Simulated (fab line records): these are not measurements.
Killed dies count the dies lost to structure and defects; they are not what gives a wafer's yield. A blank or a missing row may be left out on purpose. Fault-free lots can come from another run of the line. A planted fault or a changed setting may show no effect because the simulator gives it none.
Struck lot and sound lot, side by side -- flow sfq-line -- 21 out of 325 route steps
Sound: these wafers, L972.1, L972.3, L972.5. Struck: wafer L989.3 (L989.2, L989.4, from the same lot, were not struck and are left out); the cause is given at the end.
Order at every step that has rows: each side's tool, ch and its chambers, its first start. Under that, the readings that differ: sound wafers -- struck wafers -- difference of the means -- sigmas: that difference in standard deviations of wafers without a fault.
alike: a reading whose means differ by less than 2 such deviations, as well as words and numbers matching on both sides. not compared: withheld readings; readings where some wafer has no value; bounds like >300 that might hide an equal value; numbers whose values overlap and for which the record gives no deviation.
Wherever a step has rows on one side only, a row that says differs or no value, or a row with sigmas, the two part there. Non-overlapping numbers with no deviation appear without sigmas and do not part them. Lack of a reading on every wafer of one side parts them only where that side has two or more wafers.

first, 6 steps without rows for these wafers: SFQ_TRILAYER_L0_LITHO_COAT_010 (resist thk 62 nm); SFQ_TRILAYER_L0_LITHO_COAT_005 (resist thk 600 nm); SFQ_TRILAYER_L0_LITHO_SOFTBAKE_009; SFQ_TRILAYER_L0_LITHO_EXPOSE_006 (exposes mask L0, target cd 2000 nm); SFQ_TRILAYER_L0_LITHO_PEB_008 (peb time 60 s); SFQ_TRILAYER_L0_LITHO_DEVELOP_007 (time 60 s).
SFQ_TRILAYER_L0_BARC_OPEN_METAL_ETCH_010: etches BARC in O2, target depth 125 nm, time 41.7 s.
  sound on rie-metal-03 ch 0,1, day 2 10:23; struck on rie-metal-01 ch 0, day 8 20:08
reading,sound,struck,difference,sigmas
chamber-pressure-mTorr (mTorr),9.999 9.997 10.015,9.982,-0.022,-3
  alike: drypump-motor-current-A, oes-product-au
  not compared: rf-hours-counter-h
then, 1 step without rows for these wafers: SFQ_TRILAYER_L0_ETCH_METAL_ETCH_008 (etches MoNx KI in SF6/O2, stops on SiO2, target depth 50 nm, time 25 s).
SFQ_TRILAYER_L0_STRIP_STRIP_009: strips in O2.
  sound on rie-metal-03 ch 0,1, day 2 10:29; struck on rie-metal-01 ch 0, day 8 20:14
  alike: chamber-pressure-mTorr, drypump-motor-current-A, oes-product-au
  not compared: rf-hours-counter-h
then, 1 step without rows for these wafers: SFQ_TRILAYER_L0_STRIP_SOLV_CLEAN_010 (cleans in NMP, time 600 s).
SFQ_TRILAYER_L0_CAP_PECVD_011: deposits SiO2 from SiH4/N2O, time 13.333 s, target thk 60 nm.
  sound on pecvd-04 ch 0,1,2, day 2 11:16; struck on pecvd-03 ch 2, day 8 21:01
reading,sound,struck,difference,sigmas
heater-power-w (W),88 67 80,93,+15,+2
  alike: heater-power-outer-w, throttle-valve-pct
then, 1 step without rows for these wafers: SFQ_TRILAYER_L0_VIA_LITHO_COAT_018 (resist thk 62 nm).
SFQ_TRILAYER_L0_VIA_LITHO_COAT_013: resist thk 650 nm.
  sound on litho-track-02 ch 0, day 2 11:35; struck on litho-track-02 ch 0, day 8 21:23
reading,sound,struck,difference,sigmas
exhaust-pa (Pa),46.8 46.1 45.9,43.8,-2.5,-3
model.KrF_of_TRILAYER_L0_VIA_LITHO_COAT_013.thk-nm (nm),649.5 649.6 648.3,672.2,+23.1,
then, 4 steps without rows for these wafers: SFQ_TRILAYER_L0_VIA_LITHO_SOFTBAKE_017; SFQ_TRILAYER_L0_VIA_LITHO_EXPOSE_014 (exposes mask L0V, target cd 700 nm); SFQ_TRILAYER_L0_VIA_LITHO_PEB_016 (peb time 60 s); SFQ_TRILAYER_L0_VIA_LITHO_DEVELOP_015 (time 60 s).
-- the record jumps here: 4 days lie between the struck wafers' starts before and after --
SFQ_L0V_OVL_MEAS_903:
  struck on overlay-01, day 13 00:14; sound on overlay-01, day 4 21:58
  alike: L0V_OVL
SFQ_TRILAYER_L0_VIA_BARC_OPEN_VIA_ETCH_021: etches BARC in O2, target depth 125 nm, time 41.7 s.
  sound on rie-diel-04 ch 1,3, day 4 21:59; struck on rie-diel-01 ch 3, day 13 00:16
  alike: chamber-pressure-mTorr, drypump-motor-current-A, oes-product-au
  not compared: rf-hours-counter-h
SFQ_TRILAYER_L0_VIA_ETCH_VIA_ETCH_016: etches SiO2 in CHF3, stops on MoNx KI, target depth 80 nm.
  sound on rie-diel-04 ch 1,3, day 4 22:02; struck on rie-diel-01 ch 3, day 13 00:18
reading,sound,struck,difference,sigmas
model.KrF_of_TRILAYER_L0_VIA_LITHO_COAT_013.thk-nm (nm),560.3 559.9 559.3,581.7,+21.9,
  alike: chamber-pressure-mTorr, drypump-motor-current-A, oes-product-au
SFQ_TRILAYER_L0_VIA_STRIP_STRIP_017: strips in O2.
  sound on rie-metal-02 ch 0,1, day 4 22:05; struck on rie-metal-04 ch 1, day 13 00:21
reading,sound,struck,difference,sigmas
oes-product-au (a.u.),0.998 0.985 0.994,1.016,+0.024,+3
  alike: chamber-pressure-mTorr, drypump-motor-current-A
  not compared: rf-hours-counter-h

WHERE THEY PART
Earliest at SFQ_TRILAYER_L0_BARC_OPEN_METAL_ETCH_010; latest, in this record, at SFQ_TRILAYER_L0_VIA_STRIP_STRIP_017.

WHY: whatever the simulator had introduced
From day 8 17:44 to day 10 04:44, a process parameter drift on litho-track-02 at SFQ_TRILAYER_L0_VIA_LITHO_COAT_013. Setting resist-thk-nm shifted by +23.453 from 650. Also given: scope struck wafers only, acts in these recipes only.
